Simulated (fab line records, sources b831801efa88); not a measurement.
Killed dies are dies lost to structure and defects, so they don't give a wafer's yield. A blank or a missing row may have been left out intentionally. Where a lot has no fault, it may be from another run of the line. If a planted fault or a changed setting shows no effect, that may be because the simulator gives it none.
2 desks, one fault / flow sky130 / each desk has only its own numbers; what lay behind them comes last

## AT THE METROLOGY DESK
What the gauges read, lot by lot, whatever tool the lot ran on: means of the sampled wafers that have a number. A lot is out of limits, marked OUT, if its mean lies more than 4 standard deviations from the usual mean; the brackets give that distance.
Columns: A = CAP2M_OVL at SKY_CAP2M_OVL_MEAS_12, usual -0.8 nm; B = cd_nm at SKY_METAL4_CD_MEAS_13, usual 299.8 nm
lot=L707; first seen here=day 40 19:59; A=-2.7; B=296.8
lot=L708; first seen here=day 41 00:47; A=-1.9; B=298.2
lot=L711; first seen here=day 42 17:11; A=-0.2; B=298.2
lot=L712; first seen here=day 43 00:15; A=-0.9; B=299.1
lot=L717; first seen here=day 44 01:22; A=-0.3; B=299.9
lot=L722; first seen here=day 45 10:46; A=1.1; B=297.9
lot=L723; first seen here=day 45 13:25; A=0.5; B=298.7
lot=L724; first seen here=day 45 15:52; A=0.7; B=-
lot=L725; first seen here=day 45 19:14; A=-0.4; B=-
lot=L727; first seen here=day 46 09:11; A=-1.0; B=299.7
lot=L728; first seen here=day 46 21:04; A=-2.1; B=299.6
This desk's verdict: no lot among the 11 shows anything out of limits.

## TOOL OWNER'S DESK, rie_metal-04
The tool's own readings at SKY_CAP2M_METAL_ETCH_13 (etches TiN in Cl2/BCl3, stops on SiO2, target depth 220 nm, time 62.9 s): means of the sampled wafers that have a number, for each lot that ran on this tool. A lot is out of limits, marked OUT, if its mean lies more than 4 standard deviations from the usual mean; the brackets give that distance.
Columns: A = drypump_motor_current_A at SKY_CAP2M_METAL_ETCH_13, usual 5.3 A; B = oes_product_au at SKY_CAP2M_METAL_ETCH_13, usual 0.942 a.u.; C = rf_fwd_power_W at SKY_CAP2M_METAL_ETCH_13, usual 891 W; D = throttle_valve_pct at SKY_CAP2M_METAL_ETCH_13, usual 21.902 %
lot=L708; first seen here=day 41 00:49; A=5.5; B=0.947; C=889; D=21.890
lot=L722; first seen here=day 45 10:48; A=5.5; B=0.943; C=889; D=21.903
lot=L724; first seen here=day 45 15:54; A=5.5; B=0.913 (-4.6) OUT; C=747 (-44) OUT; D=21.919
lot=L725; first seen here=day 45 19:16; A=5.2; B=0.923; C=745 (-44) OUT; D=21.927
This desk's verdict: out of limits on L724, L725, starting with L724 at day 45 15:54 (oes_product_au at SKY_CAP2M_METAL_ETCH_13). In limits: L708, L722.

## PUT TOGETHER
On L724, L725, at day 45 15:54, an alarm was possible from the tool owner's desk.
At the metrology desk, nothing out of limits was observed.
The metrology desk has L724, L725 on record, within its limits.
Of the lots named, all ran SKY_CAP2M_METAL_ETCH_13 on rie_metal-04.

## WHAT WAS PUT IN BY THE SIMULATOR
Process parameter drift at SKY_CAP2M_METAL_ETCH_13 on rie_metal-04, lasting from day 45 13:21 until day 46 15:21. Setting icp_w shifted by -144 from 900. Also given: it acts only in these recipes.
Struck lots among those shown: L724, L725.
How many hours passed from the start of the fault until each desk's first out-of-limits reading: the tool owner's desk, 3.
